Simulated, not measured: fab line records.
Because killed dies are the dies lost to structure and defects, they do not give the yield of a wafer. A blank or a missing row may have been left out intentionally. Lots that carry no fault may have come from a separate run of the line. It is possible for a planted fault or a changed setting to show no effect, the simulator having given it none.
Comparing a struck lot with a sound one ; flow sky130 ; 15 out of 708 route steps
Sound: the wafers L766.1, L766.2, L766.6. Struck: wafer L778.1 (L778.3, L778.6, from the same lot, were not struck and are left out); the cause is given at the end.
For every step that has rows: the tool of each side, followed by ch and its chambers, followed by its first start. Under that, the readings that differ: sound wafers ; struck wafers ; difference of the means ; sigmas: that difference in standard deviations of wafers without a fault.
alike: readings whose means differ by less than 2 such deviations, and words and numbers that are the same on both sides. not compared: withheld readings, readings that some wafer has no value for, bounds like >300 that may hide the same value, and numbers for which the record gives no deviation and whose values overlap.
A row with sigmas, a row that says differs or no value, or rows on one side alone: a step with any of these is where the two part. Numbers that don't overlap but have no deviation are shown without sigmas and don't part them. A reading that every wafer of one side lacks parts them only if that side has two wafers or more.

SKY_VIA3_ETCH_14: etches BARC in N2/H2, stops on SiO2, time 45.9 s, target depth 60 nm.
  sound on rie-diel-02 ch 0,1, day 40 11:56; struck on rie-diel-04 ch 1, day 43 16:26
  alike: drypump-motor-current-A, n2-flow-sccm, oes-product-au, throttle-valve-pct
  not compared: rf-hours-counter-h
then, 1 step without rows for these wafers: SKY_VIA3_ETCH_15 (etches SiO2 in C4F8/O2/Ar, stops on TiN, target depth 507 nm, time 78 s).
SKY_VIA3_STRIP_16: strips in O2/N2.
  sound on plasma-asher-03 ch 0,1, day 40 12:02; struck on plasma-asher-02 ch 1, day 43 16:32
  alike: drypump-motor-current-A, n2-flow-sccm, oes-product-au, strip-time-to-endpoint-s
  not compared: rf-hours-counter-h
then, 3 steps without rows for these wafers: SKY_VIA3_STRIP_17 (strips in post etch residue remover, time 1200 s); SKY_VIA3_CLEAN_18 (cleans in IPA, time 180 s); SKY_VIA3_CLEAN_19 (cleans in O3/DIW).
SKY_VIA3_SPUTTER_20: material TiN, target thk 20 nm, time 80 s.
  sound on pvd-sputter-03, day 40 12:38; struck on pvd-sputter-01, day 43 17:07
  alike: chamber-pressure-pa, throttle-valve-pct
SKY_VIA3_CVD_21: deposits W, target thk 390 nm, time 117.31 s.
  sound on cvd-w-02 ch 0,1, day 40 12:41; struck on cvd-w-01 ch 0, day 43 17:11
  alike: chamber-pressure-Torr, heater-power-w
SKY_VIA3_RS_MEAS_22: uses a four-point probe to measure.
  sound on film-metro-02, day 40 12:49; struck on film-metro-04, day 43 17:19
  alike: VIA3_W_RS
SKY_VIA3_THK_MEAS_23: measures by xrf.
  sound on film-metro-02, day 40 12:56; struck on film-metro-04, day 43 17:26
  alike: VIA3_W_THK
then, 2 steps without rows for these wafers: SKY_VIA3_CMP_24 (polishes, stops on SiO2, t overpolish 20 s, target thk 0 nm); SKY_METAL4_SPUTTER_00 (material Ti, target thk 15 nm, time 10 s).
SKY_METAL4_SPUTTER_01: material TiN, target thk 20 nm, time 16.7 s.
  sound on pvd-sputter-04, day 40 13:27; struck on pvd-sputter-04, day 43 17:49
reading;sound;struck;difference;sigmas
chamber-pressure-pa (Pa);0.4000 0.3998 0.4010;0.4212;+0.0209;+26
  alike: throttle-valve-pct
SKY_METAL4_SPUTTER_02: material AlCu, target thk 735 nm, time 39.1 s.
  sound on pvd-sputter-04, day 40 13:28; struck on pvd-sputter-04, day 43 17:51
  alike: chamber-pressure-pa, throttle-valve-pct
SKY_PAD_OPEN_PROBE_99:
  the record has rows for the sound wafers here (prober-01, day 46 12:54) and none for the struck ones

## WHERE THEY PART
Earliest at SKY_METAL4_SPUTTER_01; latest, in this record, at SKY_PAD_OPEN_PROBE_99.

WHY: what the simulator had put in
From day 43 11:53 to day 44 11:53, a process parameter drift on pvd-sputter-04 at SKY_METAL4_SPUTTER_01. From 0.4, the setting chamber-pressure-pa moved by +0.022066. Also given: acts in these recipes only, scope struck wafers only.
